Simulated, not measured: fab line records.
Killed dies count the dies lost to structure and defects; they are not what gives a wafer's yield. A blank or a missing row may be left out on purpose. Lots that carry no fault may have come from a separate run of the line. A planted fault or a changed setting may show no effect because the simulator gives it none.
Which tool is to blame? + flow sky130 + 6 lots, 18 wafers sampled, at 2 steps of a route of 708

## WHAT THE GAUGES READ, wafer by wafer
SKY_VIA1_THK_MEAS_01.
| lot  | measured     | on            | VIA1_HDPCVD_THK (nm) |
|------|--------------|---------------|----------------------|
| L665 | day 32 23:05 | film metro-04 | 1020 1017 1019       |
| L668 | day 33 18:28 | film metro-01 | 1043 1036 1043       |
| L673 | day 35 16:31 | film metro-04 | 1223 1027 1220       |
| L680 | day 38 02:32 | film metro-04 | 1041 1035 1049       |
| L684 | day 39 01:22 | film metro-04 | 1035 1047 1060       |
| L687 | day 39 21:52 | film metro-01 | 1053 1038 1039       |

## EACH LOT AND THE TOOL THAT RAN IT (in order: tool; ch and the chambers of the sampled wafers; start)
| lot  | SKY_VIA1_HDPCVD_00               |
|------|----------------------------------|
| L665 | hdpcvd-01 ch 0,1,2, day 32 22:59 |
| L668 | hdpcvd-01 ch 0,1,2, day 33 18:23 |
| L673 | hdpcvd-01 ch 0,2, day 35 16:23   |
| L680 | hdpcvd-01 ch 0,1, day 38 02:25   |
| L684 | hdpcvd-01 ch 0,1,2, day 39 01:16 |
| L687 | hdpcvd-01 ch 0,1,2, day 39 21:44 |
- SKY_VIA1_HDPCVD_00: deposits SiO2, target thk 1030 nm, time 171.7 s.

## THE ANSWER, worked out from the rows above alone
Rule: what is usual is taken from the lots themselves. Put in order of their means at a reading, lots are off if they are a third of the lots or fewer, leave a main group of 4 or more, and stand apart from it by a gap of 3 or more times the standard deviation of the main group's means; of several such gaps the widest counts. A main group is skipped when, at the precision printed for the reading in the tables above, its means are all equal. Also off: a lot with no number at a reading for which 4 or more lots have one. All remaining lots with rows at the step are treated as sound.
Off: L673, at SKY_VIA1_THK_MEAS_01 (VIA1_HDPCVD_THK). The main group: mean 1038 nm, standard deviation 10.
If a tool, at a process step before that reading, ran all the lots that are off and no sound lot after the first of them, it fits. Gauges at SKY_VIA1_THK_MEAS_01: tried the same way as those tools. Of those tried, none fits.

## WHAT THE SIMULATOR HAD PUT IN
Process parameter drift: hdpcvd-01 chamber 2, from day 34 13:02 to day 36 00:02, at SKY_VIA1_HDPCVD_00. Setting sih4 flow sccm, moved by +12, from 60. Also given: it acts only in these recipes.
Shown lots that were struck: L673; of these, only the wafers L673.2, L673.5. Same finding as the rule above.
